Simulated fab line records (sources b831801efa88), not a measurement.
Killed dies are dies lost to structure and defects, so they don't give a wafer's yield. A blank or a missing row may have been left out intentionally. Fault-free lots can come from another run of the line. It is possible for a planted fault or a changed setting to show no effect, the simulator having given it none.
A struck lot beside a sound one	flow gf180mcu	16 out of 602 route steps
Sound: wafers L692.1, L692.4, L692.6. Struck: wafer L685.1. (L685.4, L685.6 of the same lot were not struck and are left out.) The cause comes at the end.
For every step that has rows: the tool of each side, followed by ch and its chambers, followed by its first start. Under that, the readings that differ: sound wafers	struck wafers	difference of the means	sigmas: that difference in standard deviations of wafers without a fault.
alike: a reading whose means differ by less than 2 such deviations, as well as words and numbers matching on both sides. not compared: withheld readings; readings where some wafer has no value; bounds like >300 that might hide an equal value; numbers whose values overlap and for which the record gives no deviation.
Wherever a step has rows on one side only, a row that says differs or no value, or a row with sigmas, the two part there. Numbers that don't overlap but have no deviation are shown without sigmas and don't part them. Lack of a reading on every wafer of one side parts them only where that side has two or more wafers.

first, 6 steps without rows for these wafers: GF_M3_HMDS_08 (prime time 60 s); GF_M3_COAT_09 (resist thk 1000 nm); GF_M3_SOFTBAKE_10 (time 60 s); GF_M3_EXPOSE_11 (exposes mask Metal3, target cd 280 nm); GF_M3_PEB_12 (peb time 90 s); GF_M3_DEVELOP_13 (develop time 60 s).
GF_M3_CD_MEAS_14 targets a cd of 280 nm.
  sound on cd sem-01, day 27 21:29; struck on cd sem-01, day 26 01:19
reading	sound	struck	difference	sigmas
cd nm (nm)	278.0 278.3 278.0	280.8	+2.7	+2
GF_M3_OVL_MEAS_15:
  sound on overlay-02, day 27 21:37; struck on overlay-01, day 26 01:26
reading	sound	struck	difference	sigmas
M3_OVL (nm)	-8 -4 -5	9	+15	+3
GF_M3_METAL_ETCH_16: etches the open film in Cl2/BCl3, stops on SiO2, target depth 627.5 nm, time 104.6 s.
  sound on rie metal-03 ch 0,1, day 27 21:39; struck on rie metal-01 ch 1, day 26 01:28
reading	sound	struck	difference	sigmas
he backside leak sccm (sccm)	3.18 3.12 3.08	3.97	+0.84	+4
  alike: bcl3 flow sccm, drypump motor current A, oes product au, throttle valve pct
  not compared: rf hours counter h
GF_M3_STRIP_17: strips in O2/N2.
  sound on plasma asher-01 ch 0,1, day 27 21:46; struck on plasma asher-04 ch 1, day 26 01:41
  alike: drypump motor current A, heater power w, o2 flow sccm, oes product au, strip time to endpoint s
  not compared: rf hours counter h
then, 2 steps without rows for these wafers: GF_M3_STRIP_18 (strips in post etch residue remover, time 1200 s); GF_M3_CLEAN_19 (cleans in DIW).
GF_V3_CVD_00: deposits SiO2, target thk 600 nm, time 100 s.
  sound on hdpcvd-02 ch 0,1,2, day 27 22:38; struck on hdpcvd-01 ch 0, day 26 02:14
reading	sound	struck	difference	sigmas
sih4 flow sccm (sccm)	59.80 59.90 59.63	90.02	+30.24	+99 or more
model.SiO2_of_V3_CVD_00.thk nm (nm)	601.7 602.9 599.1	911.4	+310.2	
GF_V3_THK_MEAS_01:
  sound on film metro-03, day 27 22:43; struck on film metro-02, day 26 02:18
reading	sound	struck	difference	sigmas
V3_CVD_00_THK (nm)	602 603 599	911	+310	+54
GF_V3_CVD_02: deposits SiO2 from TEOS, target thk 850 nm, time 94.851 s.
  sound on pecvd-03 ch 0,1,2, day 27 22:46; struck on pecvd-01 ch 0, day 26 02:22
  alike: heater power w
-- the record jumps here: 7 days lie between the struck wafers' starts before and after (it left off in module V3 and takes up again in module PASSIVATION, whose first step shown is number 602 of the route) --
GF_PASSIVATION_PROBE_99:
  only the struck wafers here have rows in the record (prober-01, day 32 23:13); the sound ones have none

WHERE THEY PART
Earliest at GF_M3_CD_MEAS_14; latest, in this record, at GF_PASSIVATION_PROBE_99.

WHY: the cause the simulator had injected
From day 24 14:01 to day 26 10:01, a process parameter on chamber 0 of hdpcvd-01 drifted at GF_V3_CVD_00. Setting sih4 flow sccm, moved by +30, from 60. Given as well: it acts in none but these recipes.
